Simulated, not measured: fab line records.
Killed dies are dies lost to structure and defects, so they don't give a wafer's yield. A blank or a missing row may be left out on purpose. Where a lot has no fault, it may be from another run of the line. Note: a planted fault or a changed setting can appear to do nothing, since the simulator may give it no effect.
The tool behind it: which one? / flow gf180mcu / 14 lots with 42 wafers sampled at 4 steps, on a route of 602 steps

## WHAT THE GAUGES SHOWED, per wafer
GF_CONTACT_THK_MEAS_01. Usual: for CONTACT_CVD_00_THK the level is 300 nm and the standard deviation is 3.3.
lot=L451; measured=day 15 15:19; on=film-metro-01; CONTACT_CVD_00_THK (nm)=298 304 300; flag=
lot=L452; measured=day 15 20:11; on=film-metro-04; CONTACT_CVD_00_THK (nm)=298 299 297; flag=
lot=L454; measured=day 16 19:36; on=film-metro-02; CONTACT_CVD_00_THK (nm)=299 300 296; flag=
lot=L457; measured=day 18 03:10; on=film-metro-04; CONTACT_CVD_00_THK (nm)=308 302 296; flag=
lot=L458; measured=day 18 02:20; on=film-metro-02; CONTACT_CVD_00_THK (nm)=302 299 300; flag=
lot=L459; measured=day 18 09:43; on=film-metro-02; CONTACT_CVD_00_THK (nm)=298 296 303; flag=
lot=L460; measured=day 18 14:19; on=film-metro-02; CONTACT_CVD_00_THK (nm)=299 303 296; flag=
lot=L461; measured=day 19 14:09; on=film-metro-01; CONTACT_CVD_00_THK (nm)=300 298 294; flag=
lot=L465; measured=day 20 17:01; on=film-metro-01; CONTACT_CVD_00_THK (nm)=298 308 305; flag=
lot=L468; measured=day 21 16:26; on=film-metro-01; CONTACT_CVD_00_THK (nm)=300 297 292; flag=
lot=L471; measured=day 22 13:55; on=film-metro-01; CONTACT_CVD_00_THK (nm)=299 292 303; flag=
lot=L472; measured=day 22 20:50; on=film-metro-04; CONTACT_CVD_00_THK (nm)=297 306 301; flag=
lot=L473; measured=day 23 03:58; on=film-metro-04; CONTACT_CVD_00_THK (nm)=301 303 300; flag=
lot=L474; measured=day 23 07:43; on=film-metro-02; CONTACT_CVD_00_THK (nm)=301 300 302; flag=

GF_CONTACT_BOW_MEAS_05. Usual: for CONTACT_BOW the level is 63 um and the standard deviation is 6.9.
lot=L451; measured=day 15 15:49; on=film-metro-04; CONTACT_BOW (um)=68 57 70; flag=
lot=L452; measured=day 15 20:41; on=film-metro-02; CONTACT_BOW (um)=49 70 60; flag=
lot=L454; measured=day 16 20:05; on=film-metro-04; CONTACT_BOW (um)=66 68 79; flag=
lot=L457; measured=day 18 03:40; on=film-metro-04; CONTACT_BOW (um)=68 67 69; flag=
lot=L458; measured=day 18 02:50; on=film-metro-01; CONTACT_BOW (um)=74 73 67; flag=
lot=L459; measured=day 18 10:12; on=film-metro-02; CONTACT_BOW (um)=54 48 60; flag=
lot=L460; measured=day 18 14:49; on=film-metro-02; CONTACT_BOW (um)=73 60 60; flag=
lot=L461; measured=day 19 14:38; on=film-metro-04; CONTACT_BOW (um)=65 61 78; flag=
lot=L465; measured=day 20 17:30; on=film-metro-04; CONTACT_BOW (um)=59 69 64; flag=
lot=L468; measured=day 21 16:56; on=film-metro-01; CONTACT_BOW (um)=59 69 51; flag=
lot=L471; measured=day 22 14:25; on=film-metro-02; CONTACT_BOW (um)=73 58 58; flag=
lot=L472; measured=day 22 21:21; on=film-metro-04; CONTACT_BOW (um)=62 57 69; flag=
lot=L473; measured=day 23 04:27; on=film-metro-04; CONTACT_BOW (um)=63 69 77; flag=
lot=L474; measured=day 23 08:12; on=film-metro-04; CONTACT_BOW (um)=59 59 66; flag=

## WHICH TOOL RAN EACH LOT (tool, then ch and the chambers of the sampled wafers, then the start)
lot=L451; GF_MVSD_SOFTBAKE_03=litho-track-04 ch 0, day 4 07:22; GF_SALICIDE_RTA_06=rtp-anneal-01 ch 0, day 15 14:59
lot=L452; GF_MVSD_SOFTBAKE_03=litho-track-01 ch 0, day 4 12:44; GF_SALICIDE_RTA_06=rtp-anneal-01 ch 0, day 15 19:51
lot=L454; GF_MVSD_SOFTBAKE_03=litho-track-01 ch 0, day 5 01:32; GF_SALICIDE_RTA_06=rtp-anneal-01 ch 0, day 16 19:16
lot=L457; GF_MVSD_SOFTBAKE_03=litho-track-01 ch 0, day 5 17:29; GF_SALICIDE_RTA_06=rtp-anneal-01 ch 0, day 18 02:50
lot=L458; GF_MVSD_SOFTBAKE_03=litho-track-01 ch 0, day 5 22:23; GF_SALICIDE_RTA_06=rtp-anneal-01 ch 0, day 18 01:59
lot=L459; GF_MVSD_SOFTBAKE_03=litho-track-03 ch 0, day 6 02:02; GF_SALICIDE_RTA_06=rtp-anneal-02 ch 0, day 18 09:22
lot=L460; GF_MVSD_SOFTBAKE_03=litho-track-03 ch 0, day 6 06:59; GF_SALICIDE_RTA_06=rtp-anneal-02 ch 0, day 18 13:59
lot=L461; GF_MVSD_SOFTBAKE_03=litho-track-03 ch 0, day 6 15:41; GF_SALICIDE_RTA_06=rtp-anneal-01 ch 0, day 19 13:49
lot=L465; GF_MVSD_SOFTBAKE_03=litho-track-01 ch 0, day 7 13:59; GF_SALICIDE_RTA_06=rtp-anneal-02 ch 0, day 20 16:40
lot=L468; GF_MVSD_SOFTBAKE_03=litho-track-01 ch 0, day 8 07:31; GF_SALICIDE_RTA_06=rtp-anneal-02 ch 0, day 21 16:07
lot=L471; GF_MVSD_SOFTBAKE_03=litho-track-04 ch 0, day 8 22:47; GF_SALICIDE_RTA_06=rtp-anneal-02 ch 0, day 22 13:35
lot=L472; GF_MVSD_SOFTBAKE_03=litho-track-03 ch 0, day 9 03:59; GF_SALICIDE_RTA_06=rtp-anneal-01 ch 0, day 22 20:31
lot=L473; GF_MVSD_SOFTBAKE_03=litho-track-03 ch 0, day 9 10:05; GF_SALICIDE_RTA_06=rtp-anneal-01 ch 0, day 23 03:38
lot=L474; GF_MVSD_SOFTBAKE_03=litho-track-03 ch 0, day 9 15:14; GF_SALICIDE_RTA_06=rtp-anneal-01 ch 0, day 23 07:22
- GF_MVSD_SOFTBAKE_03
- GF_SALICIDE_RTA_06: time 30 s.

## WHAT THE TOOLS THEMSELVES READ (means of the sampled wafers that have a number; where no wafer has one, the mark that the record gives instead)
GF_MVSD_SOFTBAKE_03. Usual: heater-power-total-W 65.30 W, standard deviation 0.13; plate-temp-C 110.04 C, standard deviation 0.12.
lot=L451; tool=litho-track-04; heater-power-total-W (W)=65.16; plate-temp-C (C)=110.09; flag=
lot=L452; tool=litho-track-01; heater-power-total-W (W)=65.28; plate-temp-C (C)=110.15; flag=
lot=L454; tool=litho-track-01; heater-power-total-W (W)=65.18; plate-temp-C (C)=110.06; flag=
lot=L457; tool=litho-track-01; heater-power-total-W (W)=65.29; plate-temp-C (C)=110.09; flag=
lot=L458; tool=litho-track-01; heater-power-total-W (W)=65.22; plate-temp-C (C)=109.84; flag=
lot=L459; tool=litho-track-03; heater-power-total-W (W)=65.34; plate-temp-C (C)=109.92; flag=
lot=L460; tool=litho-track-03; heater-power-total-W (W)=65.14; plate-temp-C (C)=109.90; flag=
lot=L461; tool=litho-track-03; heater-power-total-W (W)=65.44; plate-temp-C (C)=109.92; flag=
lot=L465; tool=litho-track-01; heater-power-total-W (W)=66.63; plate-temp-C (C)=111.49; flag=OFF
lot=L468; tool=litho-track-01; heater-power-total-W (W)=66.51; plate-temp-C (C)=111.65; flag=OFF
lot=L471; tool=litho-track-04; heater-power-total-W (W)=65.34; plate-temp-C (C)=109.98; flag=
lot=L472; tool=litho-track-03; heater-power-total-W (W)=65.29; plate-temp-C (C)=110.09; flag=
lot=L473; tool=litho-track-03; heater-power-total-W (W)=65.32; plate-temp-C (C)=109.98; flag=
lot=L474; tool=litho-track-03; heater-power-total-W (W)=65.30; plate-temp-C (C)=110.12; flag=

GF_SALICIDE_RTA_06. Usual: lamp-power-pct 6.0 %, standard deviation 0.32; wafer_temp_C_max 531.8, standard deviation 0.45.
lot=L451; tool=rtp-anneal-01; lamp-power-pct (%)=5.8; wafer_temp_C_max=532.1; flag=
lot=L452; tool=rtp-anneal-01; lamp-power-pct (%)=5.8; wafer_temp_C_max=531.5; flag=
lot=L454; tool=rtp-anneal-01; lamp-power-pct (%)=5.8; wafer_temp_C_max=531.9; flag=
lot=L457; tool=rtp-anneal-01; lamp-power-pct (%)=5.8; wafer_temp_C_max=531.9; flag=
lot=L458; tool=rtp-anneal-01; lamp-power-pct (%)=5.8; wafer_temp_C_max=531.7; flag=
lot=L459; tool=rtp-anneal-02; lamp-power-pct (%)=6.4; wafer_temp_C_max=531.6; flag=
lot=L460; tool=rtp-anneal-02; lamp-power-pct (%)=6.4; wafer_temp_C_max=531.1; flag=
lot=L461; tool=rtp-anneal-01; lamp-power-pct (%)=5.8; wafer_temp_C_max=531.8; flag=
lot=L465; tool=rtp-anneal-02; lamp-power-pct (%)=6.4; wafer_temp_C_max=532.1; flag=
lot=L468; tool=rtp-anneal-02; lamp-power-pct (%)=6.4; wafer_temp_C_max=531.5; flag=
lot=L471; tool=rtp-anneal-02; lamp-power-pct (%)=6.4; wafer_temp_C_max=531.9; flag=
lot=L472; tool=rtp-anneal-01; lamp-power-pct (%)=5.8; wafer_temp_C_max=531.7; flag=
lot=L473; tool=rtp-anneal-01; lamp-power-pct (%)=5.8; wafer_temp_C_max=531.7; flag=
lot=L474; tool=rtp-anneal-01; lamp-power-pct (%)=5.8; wafer_temp_C_max=531.9; flag=

## THE ANSWER, worked out from the rows above alone
Rule: a lot counts as off when the mean over its wafers that have a number is more than 3 standard deviations away from the usual mean. Also off: a lot with no number at a reading for which 4 or more lots have one. Where the step has rows for the other lots, those lots are counted as sound. After the gauges, taken in route order, come the tools' own readings; for these a lot's mean is taken, as printed above. The first step at which some lot is off is used, and at that step the reading that is off furthest; a lot without a number counts as furthest.
Off, at GF_MVSD_SOFTBAKE_03 on plate-temp-C: L465, L468.
If a tool, at that step or one of the process steps before it, ran each lot that is off and ran no sound lot following the first of them, it fits. One candidate fits, namely litho-track-01 at GF_MVSD_SOFTBAKE_03. A fault onset in the window from L458 (day 5 22:23, its last sound lot) to L465 (day 7 13:59, its first lot off) fits.
The tool's own readings at GF_MVSD_SOFTBAKE_03 bear it out: on the lots that are off they differ by more than 5 times the standard deviation of the sound lots' means. heater-power-total-W reads 66.57 W there against 65.28 W on the sound lots; plate-temp-C reads 111.57 C there against 110.01 C on the sound lots.

## WHAT THE SIMULATOR HAD INSERTED
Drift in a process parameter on litho-track-01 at GF_MVSD_SOFTBAKE_03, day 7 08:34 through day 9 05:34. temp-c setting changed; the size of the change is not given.
Struck lots among those shown: L465, L468. This agrees with what the rule above found.
